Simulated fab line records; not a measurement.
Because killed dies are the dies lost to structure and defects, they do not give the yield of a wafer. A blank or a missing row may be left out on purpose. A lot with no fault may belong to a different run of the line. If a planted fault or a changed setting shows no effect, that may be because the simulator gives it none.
One fault through the eyes of 2 desks | flow gf180mcu | each desk holds nothing but its own numbers, with what lay behind them at the end

METROLOGY DESK
What the gauges read, lot by lot, whatever tool the lot ran on: means of the sampled wafers that have a number. A lot is out of limits, marked OUT, if its mean lies more than 4 standard deviations from the usual mean; the brackets give that distance.
Columns: A = SALICIDE_TIN_THK at GF_SALICIDE_THK_MEAS_05, usual 19.8 nm; B = CONTACT_CVD_02_THK at GF_CONTACT_THK_MEAS_03, usual 857 nm; C = M1_ALCU_RS at GF_M1_RS_MEAS_05, usual 0.0695 ohm/sq
lot  | first seen here | A    | B             | C
L823 | day 14 21:13    | 20.1 | 872           | 0.0709
L824 | day 15 11:03    | 19.9 | 873           | 0.0702
L828 | day 16 16:30    | 19.8 | 852           | 0.0703
L830 | day 17 18:29    | 20.1 | 598 (-20) OUT | 0.0696
L832 | day 18 06:55    | 19.8 | 672 (-14) OUT | 0.0696
L834 | day 19 02:53    | 19.8 | 303 (-43) OUT | 0.0701
L837 | day 20 03:11    | 19.9 | 875           | 0.0698
L838 | day 20 10:50    | 19.7 | 861           | 0.0693
L840 | day 21 07:35    | 19.8 | 853           | 0.0676
L841 | day 21 12:50    | 19.9 | 852           | 0.0703
L842 | day 21 18:41    | 20.2 | 838           | 0.0690
L843 | day 22 11:02    | 19.4 | 854           | 0.0687
L844 | day 22 17:56    | 19.7 | 859           | 0.0692
L845 | day 23 02:49    | 19.7 | 838           | 0.0691
L846 | day 23 06:45    | 19.8 | 850           | 0.0705
This desk finds L830, L832, L834 out of limits, with the earliest case on L830 at day 17 19:01 (CONTACT_CVD_02_THK at GF_CONTACT_THK_MEAS_03). L823, L824, L828, L837, L838, L840, L841, L842, L843, L844, L845, L846 stayed within limits.

DESK OF THE TOOL OWNER: pecvd-02
The tool's own readings at GF_CONTACT_CVD_02 (deposits SiO2 from TEOS, target thk 860 nm, time 95.992 s): means of the sampled wafers that have a number, for each lot that ran on this tool. A lot is out of limits, marked OUT, if its mean lies more than 4 standard deviations from the usual mean; the brackets give that distance.
Columns: A = heater power w at GF_CONTACT_CVD_02, usual 653 W
lot  | first seen here | A
L828 | day 16 16:56    | 585
L830 | day 17 18:55    | 616
L832 | day 18 07:23    | 631
L834 | day 19 03:20    | 752
L840 | day 21 08:04    | 621
L844 | day 22 18:24    | 682
This desk's verdict: no lot among the 6 shows anything out of limits.

TAKEN TOGETHER
At day 17 19:01 the metrology desk could have sounded an alarm, on L830, L832, L834.
Nothing out of limits was seen by the tool owner's desk.
On record at the tool owner's desk: L830, L832, L834, within its limits.
Of the lots named, all ran GF_CONTACT_CVD_02 on pecvd-02.

WHAT HAD BEEN PUT IN BY THE SIMULATOR
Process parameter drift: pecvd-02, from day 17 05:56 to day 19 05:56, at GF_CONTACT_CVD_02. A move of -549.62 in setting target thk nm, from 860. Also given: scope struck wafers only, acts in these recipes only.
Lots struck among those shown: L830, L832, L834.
Per desk, hours elapsed from the start of the fault to the first reading out of limits: for the metrology desk, 13.
